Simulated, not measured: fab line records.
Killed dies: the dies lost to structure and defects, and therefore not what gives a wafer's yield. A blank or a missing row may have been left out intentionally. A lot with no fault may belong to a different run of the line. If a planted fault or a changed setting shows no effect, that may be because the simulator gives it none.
One fault through the eyes of 2 desks | flow gf180mcu | only its own numbers are on each desk; what lay behind them is given at the end

## FROM THE METROLOGY DESK
What the gauges read for every lot (on any tool): the sampled wafers with a number, averaged. If a lot's mean is further than 4 standard deviations from the usual mean, the lot is out of limits and carries the mark OUT (the distance appears in the brackets).
Columns: A = HV_LDD_TW at GF_HV_LDD_TW_MEAS_11, usual 2398; B = cdNm at GF_HV_LDD_CD_MEAS_19, usual 399.5 nm; C = HV_LDD_01_OVL at GF_HV_LDD_OVL_MEAS_20, usual -0.2 nm
lot  | first seen here | A    | B     | C
L784 | day 13 06:56    | 2401 | 399.5 | -0.5
L785 | day 13 14:46    | 2375 | 397.6 | -2.0
L789 | day 14 23:58    | 2408 | 397.2 | -1.0
L791 | day 15 11:30    | 2395 | 398.8 | -1.3
L794 | day 16 10:59    | 2398 | 399.1 | 1.7
L795 | day 16 18:31    | 2419 | 401.3 | 2.0
This desk found nothing out of limits on any of the 6 lots.

## DESK OF THE TOOL OWNER: implanter-04
GF_HV_LDD_IMPLANT_21, tool's own readings: per-lot mean of the sampled wafers with a number, covering each lot this tool ran. If a lot's mean is further than 4 standard deviations from the usual mean, the lot is out of limits and carries the mark OUT (the distance appears in the brackets).
Columns: A = beamEnergyKeV at GF_HV_LDD_IMPLANT_21, usual 24.998
lot  | first seen here | A
L784 | day 14 03:20    | 25.814 (+97) OUT
L785 | day 14 11:07    | 25.809 (+97) OUT
L795 | day 17 17:27    | 25.002
This desk finds L784, L785 out of limits, L784 being first, at day 14 03:20 (beamEnergyKeV at GF_HV_LDD_IMPLANT_21). In limits: L795.

## TAKEN TOGETHER
At day 14 03:20, on L784, L785, the tool owner's desk was in a position to raise an alarm.
Metrology desk: nothing out of limits seen.
The metrology desk has L784, L785 on record, within its limits.
Of the lots named, all ran GF_HV_LDD_IMPLANT_21 on implanter-04.

## WHAT HAD BEEN PUT IN BY THE SIMULATOR
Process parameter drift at GF_HV_LDD_IMPLANT_21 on implanter-04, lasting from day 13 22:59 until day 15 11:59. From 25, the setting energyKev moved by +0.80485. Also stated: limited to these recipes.
Shown lots that were struck: L784, L785.
Hours from the fault's start to each desk's first reading out of limits: the tool owner's desk, 4.
